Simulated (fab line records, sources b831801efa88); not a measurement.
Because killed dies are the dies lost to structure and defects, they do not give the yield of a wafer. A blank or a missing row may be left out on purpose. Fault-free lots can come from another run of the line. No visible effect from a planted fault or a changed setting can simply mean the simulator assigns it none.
fab line records | flow sky130
record lots=11 | wafers=33 | lastDay=50
route steps=708 shown SD_N@351
lots with no fault: from the same line, run without faults
startH: start of the lot's first displayed wafer, in hours after the record's first day | waitH: hours elapsed since this lot's preceding step | " unchanged from the row above | L1.1+2: one row covering several wafers at once | - no value, or no start was given | * or withheld: withheld | < > ~ a bound
route shown NAME@n: a module of which the file shows steps, and the number in the route of the first | usual: average and standard deviation across the fault-free wafers | same: alike in all rows | chamber/n: place in a boat | sites: per-site readings | _std_site: standard deviation across them | _edge_site: inner sites' mean taken away from outer sites' mean | radiusMm: how far each site lies from the wafer's centre | mask NAME#n: copy n | behind: the last tool/chamber to shape the wafer | hold: what put the lot on hold/how long, in hours/how the hold closed | device: which transistor (n, p or np) failed to switch | end of line: at the end of the route, the tests of the same wafers | a step without rows: its recipe alone | killed: dies that structure and defects cost at the first sort, which is not the same as the wafer's yield | map: the dies of a wafer, with x for killed, . for not killed, _ for no die there
set.NAME: the setting that was run; set.NAME@STEP: the one run at that earlier step | model.NAME: the simulator's own value behind a step, which no gauge read
a sample of lots followed through the steps of the route, with each step as a table and each wafer as a row
services: the hour from which a tool's chamber was out of use, counted from the record's first day as startH (under 0 if before that day), plus the number of hours and why
## steps
# step SKY_SD_N_IMPLANT_09
# recipe species=As | energyKev=50 | doseCm2=4e+15 | tiltDeg=0
# usual beamOnS=19.5/1.2 | doseIonsCm2=4e+15/4e+12
# same implantIonAmu=75
lot.wafer | tool         | chamber | startH | waitH | beamOnS | doseIonsCm2
L659.3    | implanter-02 | 0       | 650.91 | 0.1   | 17.7    | 4.001e+15
L659.4    | "            | 0       | "      | "     | 18.2    | 3.995e+15
L659.5    | "            | 0       | "      | "     | 17.6    | 3.997e+15
L660.1    | implanter-04 | 0       | 654.11 | 0.0   | 21.0    | 4.004e+15
L660.5    | "            | 0       | "      | "     | 20.1    | 4e+15
L660.6    | "            | 0       | "      | "     | 20.3    | 4e+15
L661.3    | implanter-01 | 0       | 662.06 | 0.1   | 20.2    | 3.997e+15
L661.4    | "            | 0       | "      | "     | 20.4    | 3.999e+15
L661.6    | "            | 0       | "      | "     | 20.8    | 3.993e+15
L662.1    | implanter-04 | 0       | 668.21 | 0.0   | 20.6    | 3.996e+15
L662.2    | "            | 0       | "      | "     | 20.7    | 4.003e+15
L662.6    | "            | 0       | "      | "     | 20.2    | 3.995e+15
L663.4    | implanter-02 | 0       | 697.28 | 0.1   | 18.0    | 3.998e+15
L663.5    | "            | 0       | "      | "     | 17.4    | 3.998e+15
L663.6    | "            | 0       | "      | "     | 17.6    | 3.999e+15
L670.2    | implanter-02 | 0       | 745.69 | 0.0   | 10.1    | 1.909e+15
L670.4    | "            | 0       | "      | "     | 9.7     | 1.907e+15
L670.5    | "            | 0       | "      | "     | 10.3    | 1.911e+15
L669.1    | implanter-02 | 0       | 748.36 | 0.0   | 9.6     | 1.905e+15
L669.2    | "            | 0       | "      | "     | 10.0    | 1.917e+15
L669.6    | "            | 0       | "      | "     | 9.8     | 1.908e+15
L675.1    | implanter-04 | 0       | 768.72 | 0.0   | 21.2    | 4.004e+15
L675.5    | "            | 0       | "      | "     | 21.2    | 3.999e+15
L675.6    | "            | 0       | "      | "     | 20.7    | 3.998e+15
L677.2    | implanter-04 | 0       | 786.18 | 0.0   | 21.1    | 3.998e+15
L677.3    | "            | 0       | "      | "     | 20.8    | 3.999e+15
L677.4    | "            | 0       | "      | "     | 20.3    | 3.996e+15
L680.2    | implanter-04 | 0       | 821.19 | 0.0   | 20.6    | 3.991e+15
L680.4    | "            | 0       | "      | "     | 20.7    | 3.998e+15
L680.6    | "            | 0       | "      | "     | 20.6    | 3.999e+15
L682.1    | implanter-02 | 0       | 829.12 | 0.0   | 18.3    | 4.007e+15
L682.3    | "            | 0       | "      | "     | 17.9    | 3.996e+15
L682.4    | "            | 0       | "      | "     | 18.2    | 4.005e+15
# step SKY_SD_N_STRIP_11
# recipe chemistry=O2/N2 | powerW=1400 | pressureMtorr=1500 | platenTempC=withheld | o2FlowSccm=3000 | n2FlowSccm=300 | overashFraction=0.5
# usual drypumpMotorCurrentA=6.0/0.37 | oesProductAu=0.527/0.0047 | stripTimeToEndpointS=22.56/0.042
lot.wafer | tool           | chamber | startH | waitH | drypumpMotorCurrentA | oesProductAu | rfHoursCounterH | stripTimeToEndpointS
L659.3    | plasmaAsher-03 | 0       | 651.19 | 0.1   | 5.9                  | 0.528        | -               | 22.54
L659.4    | "              | 1       | "      | "     | 5.6                  | 0.528        | -               | 22.61
L659.5    | "              | 1       | "      | "     | 5.6                  | 0.523        | -               | 22.57
L660.1    | plasmaAsher-03 | 0       | 654.41 | 0.1   | 5.9                  | 0.529        | 85              | 22.55
L660.5    | "              | 0       | "      | "     | 5.9                  | 0.522        | -               | 22.55
L660.6    | "              | 1       | "      | "     | 5.6                  | 0.525        | -               | 22.49
L661.3    | plasmaAsher-02 | 0       | 662.34 | 0.1   | 6.5                  | 0.522        | -               | 22.63
L661.4    | "              | 1       | "      | "     | 5.8                  | 0.527        | -               | 22.57
L661.6    | "              | 0       | "      | "     | 6.5                  | 0.531        | -               | 22.60
L662.1    | plasmaAsher-02 | 1       | 668.51 | 0.1   | 5.8                  | 0.528        | 57              | 22.55
L662.2    | "              | 0       | "      | "     | 6.5                  | 0.519        | 57              | 22.58
L662.6    | "              | 0       | "      | "     | 6.5                  | 0.526        | -               | 22.58
L663.4    | plasmaAsher-02 | 1       | 697.54 | 0.1   | 5.8                  | 0.530        | -               | 22.57
L663.5    | "              | 0       | "      | "     | 6.5                  | 0.524        | -               | 22.57
L663.6    | "              | 1       | "      | "     | 5.8                  | 0.524        | -               | 22.53
L670.2    | plasmaAsher-03 | 0       | 745.96 | 0.1   | 5.9                  | 0.567        | 96              | 20.01
L670.4    | "              | 1       | "      | "     | 5.6                  | 0.567        | -               | 20.01
L670.5    | "              | 1       | "      | "     | 5.6                  | 0.553        | -               | 19.99
L669.1    | plasmaAsher-02 | 0       | 748.66 | 0.1   | 6.5                  | 0.565        | 65              | 20.11
L669.2    | "              | 1       | "      | "     | 5.8                  | 0.564        | 65              | 20.11
L669.6    | "              | 1       | "      | "     | 5.8                  | 0.551        | -               | 20.04
L675.1    | plasmaAsher-02 | 0       | 769.02 | 0.1   | 6.5                  | 0.528        | 67              | 22.58
L675.5    | "              | 1       | "      | "     | 5.8                  | 0.535        | -               | 22.58
L675.6    | "              | 0       | "      | "     | 6.5                  | 0.521        | -               | 22.54
L677.2    | plasmaAsher-01 | 1       | 786.46 | 0.1   | 5.4                  | 0.524        | 32              | 22.54
L677.3    | "              | 1       | "      | "     | 5.3                  | 0.535        | -               | 22.57
L677.4    | "              | 0       | "      | "     | 6.1                  | 0.527        | -               | 22.53
L680.2    | plasmaAsher-01 | 1       | 821.47 | 0.1   | 5.3                  | 0.523        | 36              | 22.60
L680.4    | "              | 0       | "      | "     | 6.1                  | 0.530        | -               | 22.55
L680.6    | "              | 0       | "      | "     | 6.1                  | 0.530        | -               | 22.58
L682.1    | plasmaAsher-01 | 0       | 829.42 | 0.1   | 6.1                  | 0.520        | 37              | 22.50
L682.3    | "              | 0       | "      | "     | 6.1                  | 0.531        | -               | 22.54
L682.4    | "              | 1       | "      | "     | 5.3                  | 0.527        | -               | 22.58
# step SKY_SD_N_TW_MEAS_12
# usual SD_N_TW=3970/43
lot.wafer | tool         | chamber | startH | waitH | SD_N_TW
L659.3    | filmMetro-01 | -       | 651.28 | 0.1   | 3907
L659.4    | "            | -       | "      | "     | 3907
L659.5    | "            | -       | "      | "     | 3888
L660.1    | filmMetro-02 | -       | 654.51 | 0.1   | 4028
L660.5    | "            | -       | "      | "     | 4031
L660.6    | "            | -       | "      | "     | 4021
L661.3    | filmMetro-02 | -       | 662.43 | 0.1   | 4029
L661.4    | "            | -       | "      | "     | 4026
L661.6    | "            | -       | "      | "     | 4019
L662.1    | filmMetro-02 | -       | 668.61 | 0.1   | 4018
L662.2    | "            | -       | "      | "     | 3997
L662.6    | "            | -       | "      | "     | 4007
L663.4    | filmMetro-03 | -       | 697.64 | 0.1   | 3956
L663.5    | "            | -       | "      | "     | 3975
L663.6    | "            | -       | "      | "     | 3973
L670.2    | filmMetro-01 | -       | 746.07 | 0.1   | 3803
L670.4    | "            | -       | "      | "     | 3799
L670.5    | "            | -       | "      | "     | 3806
L669.1    | filmMetro-01 | -       | 748.76 | 0.1   | 3812
L669.2    | "            | -       | "      | "     | 3825
L669.6    | "            | -       | "      | "     | 3857
L675.1    | filmMetro-02 | -       | 769.12 | 0.1   | 4003
L675.5    | "            | -       | "      | "     | 3991
L675.6    | "            | -       | "      | "     | 4016
L677.2    | filmMetro-01 | -       | 786.57 | 0.1   | 3899
L677.3    | "            | -       | "      | "     | 3912
L677.4    | "            | -       | "      | "     | 3916
L680.2    | filmMetro-03 | -       | 821.58 | 0.1   | 4010
L680.4    | "            | -       | "      | "     | 3988
L680.6    | "            | -       | "      | "     | 3991
L682.1    | filmMetro-03 | -       | 829.52 | 0.1   | 3979
L682.3    | "            | -       | "      | "     | 3957
L682.4    | "            | -       | "      | "     | 4000
# step SKY_SD_N_RS_MEAS_16
# recipe thkMeasGauge=four-point-probe
# usual SD_N_RS=68.55/0.11
lot.wafer | tool         | chamber | startH | waitH | SD_N_RS[ohm/sq]
L659.3    | filmMetro-02 | -       | 651.59 | 0.1   | 68.47
L659.4    | "            | -       | "      | "     | 68.71
L659.5    | "            | -       | "      | "     | 68.52
L660.1    | filmMetro-01 | -       | 654.81 | 0.1   | 68.45
L660.5    | "            | -       | "      | "     | 68.43
L660.6    | "            | -       | "      | "     | 68.53
L661.3    | filmMetro-02 | -       | 662.78 | 0.1   | 68.54
L661.4    | "            | -       | "      | "     | 68.36
L661.6    | "            | -       | "      | "     | 68.35
L662.1    | filmMetro-01 | -       | 668.91 | 0.1   | 68.78
L662.2    | "            | -       | "      | "     | 68.63
L662.6    | "            | -       | "      | "     | 68.59
L663.4    | filmMetro-01 | -       | 697.95 | 0.1   | 68.61
L663.5    | "            | -       | "      | "     | 68.43
L663.6    | "            | -       | "      | "     | 68.65
L670.2    | filmMetro-03 | -       | 746.37 | 0.1   | 78.86
L670.4    | "            | -       | "      | "     | 78.92
L670.5    | "            | -       | "      | "     | 78.78
L669.1    | filmMetro-02 | -       | 749.05 | 0.1   | 78.74
L669.2    | "            | -       | "      | "     | 78.84
L669.6    | "            | -       | "      | "     | 78.87
L675.1    | filmMetro-02 | -       | 769.45 | 0.1   | 68.63
L675.5    | "            | -       | "      | "     | 68.68
L675.6    | "            | -       | "      | "     | 68.54
L677.2    | filmMetro-01 | -       | 786.86 | 0.1   | 68.69
L677.3    | "            | -       | "      | "     | 68.56
L677.4    | "            | -       | "      | "     | 68.66
L680.2    | filmMetro-03 | -       | 821.87 | 0.1   | 68.59
L680.4    | "            | -       | "      | "     | 68.74
L680.6    | "            | -       | "      | "     | 68.47
L682.1    | filmMetro-03 | -       | 829.81 | 0.1   | 68.61
L682.3    | "            | -       | "      | "     | 68.52
L682.4    | "            | -       | "      | "     | 68.66
## services
tool           | chamber | startH | hours | kind
plasmaAsher-03 | -       | 642.95 | 1.0   | repair
implanter-04   | -       | 662.84 | 2.7   | repair
implanter-01   | -       | 693.24 | 3.0   | repair
implanter-02   | -       | 709.85 | 4.1   | pm
implanter-01   | -       | 721.98 | 1.2   | repair
implanter-01   | -       | 740.00 | 3.0   | repair
implanter-01   | -       | 744.56 | 6.5   | pm
implanter-04   | -       | 758.32 | 1.7   | repair
implanter-01   | -       | 811.90 | 3.6   | pm
implanter-04   | -       | 825.13 | 6.8   | repair
## key
firstSign step=SKY_SD_N_IMPLANT_09 | reading=doseIonsCm2 | direction=down | sigmas=99+ | usual=* | struck=*
effect step=SKY_SD_N_IMPLANT_09 | reading=beamOnS | direction=down | sigmas=7.7 | usual=19.5 | struck=9.9
effect step=SKY_SD_N_STRIP_11 | reading=stripTimeToEndpointS | direction=down | sigmas=60 | usual=* | struck=*
effect step=SKY_SD_N_TW_MEAS_12 | reading=SD_N_TW | direction=down | sigmas=3.6 | usual=3970 | struck=3817
effect step=SKY_SD_N_RS_MEAS_16 | reading=SD_N_RS | direction=up | sigmas=95 | usual=68.55 | struck=78.83
metAt SKY_SD_N_IMPLANT_09
struckLots L669,L670
testerLeftOut L669,L670
onsetBetween 697.28 745.69
fault kind=processParameterDrift | tool=implanter-02 | chamber=- | onsetH=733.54 | steps=SKY_SD_N_IMPLANT_09 | channel=doseCm2 | offset=* | shape=step | endH=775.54 | actsIn=* | stated=*
# testerLeftOut: of these lots the tester's yield and bins aren't shown, on N5 and GAA mostly nor the transistor test; their killed dies are dies lost to structure and defects alone, not to doping, threshold or leakage, so they don't give the yield
